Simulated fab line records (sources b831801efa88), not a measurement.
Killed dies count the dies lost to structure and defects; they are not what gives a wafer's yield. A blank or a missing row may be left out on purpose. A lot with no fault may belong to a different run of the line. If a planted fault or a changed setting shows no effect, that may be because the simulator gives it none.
Matching of chambers || flow sky130 || SKY_VIA1_ETCH_15 on rieDiel-03 has 4 sister chambers
The step etches SiO2 in C4F8/O2/Ar, stops on TiN, target depth 351 nm, time 54 s. 4 wafers are shown with their chamber, then 8 later ones without.

WAFERS WITH THEIR CHAMBER
{"wafer": "L217.2", "chamber": 3, "rfFwdPowerW (W)": 1487}
{"wafer": "L228.1", "chamber": 2, "rfFwdPowerW (W)": 1479}
{"wafer": "L228.5", "chamber": 0, "rfFwdPowerW (W)": 1493}
{"wafer": "L229.2", "chamber": 1, "rfFwdPowerW (W)": 1494}

WAFERS WITHOUT THEIR CHAMBER
{"wafer": "L229.4", "rfFwdPowerW (W)": 1484}
{"wafer": "L229.5", "rfFwdPowerW (W)": 1492}
{"wafer": "L230.1", "rfFwdPowerW (W)": 1481}
{"wafer": "L230.2", "rfFwdPowerW (W)": 1477}
{"wafer": "L230.6", "rfFwdPowerW (W)": 1480}
{"wafer": "L233.1", "rfFwdPowerW (W)": 1486}
{"wafer": "L233.2", "rfFwdPowerW (W)": 1486}
{"wafer": "L233.4", "rfFwdPowerW (W)": 1490}

WHICH CHAMBER EACH WENT THROUGH
{"wafer": "L229.4", "from the rows above": "can't be placed: 3 or 2", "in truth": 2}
{"wafer": "L229.5", "from the rows above": "can't be placed: 0 or 1", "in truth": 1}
{"wafer": "L230.1", "from the rows above": 2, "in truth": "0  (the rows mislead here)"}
{"wafer": "L230.2", "from the rows above": 2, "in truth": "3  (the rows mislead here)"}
{"wafer": "L230.6", "from the rows above": 2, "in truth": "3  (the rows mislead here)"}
{"wafer": "L233.1", "from the rows above": 3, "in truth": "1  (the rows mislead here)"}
{"wafer": "L233.2", "from the rows above": 3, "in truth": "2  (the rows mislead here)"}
{"wafer": "L233.4", "from the rows above": "can't be placed: 0 or 3 or 1", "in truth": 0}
Correct placement for 0 of the 8. Not placeable from these rows: 3 (in 3, the candidates include the true chamber). Placed wrongly: 5.
How it was worked out, from the rows above alone: a wafer's distance from a chamber is the root of the sum, over the readings, of the square of ((its reading less the chamber's mean) divided by the reading's scatter). The wafer belongs to the nearest chamber; if the next one is less than 2 further off, it can't be placed. Each chamber's mean is taken over the wafers shown for it. The scatter: with one shown wafer a chamber, the root of the mean of the squares of how far each hidden wafer lies from its nearest shown one.
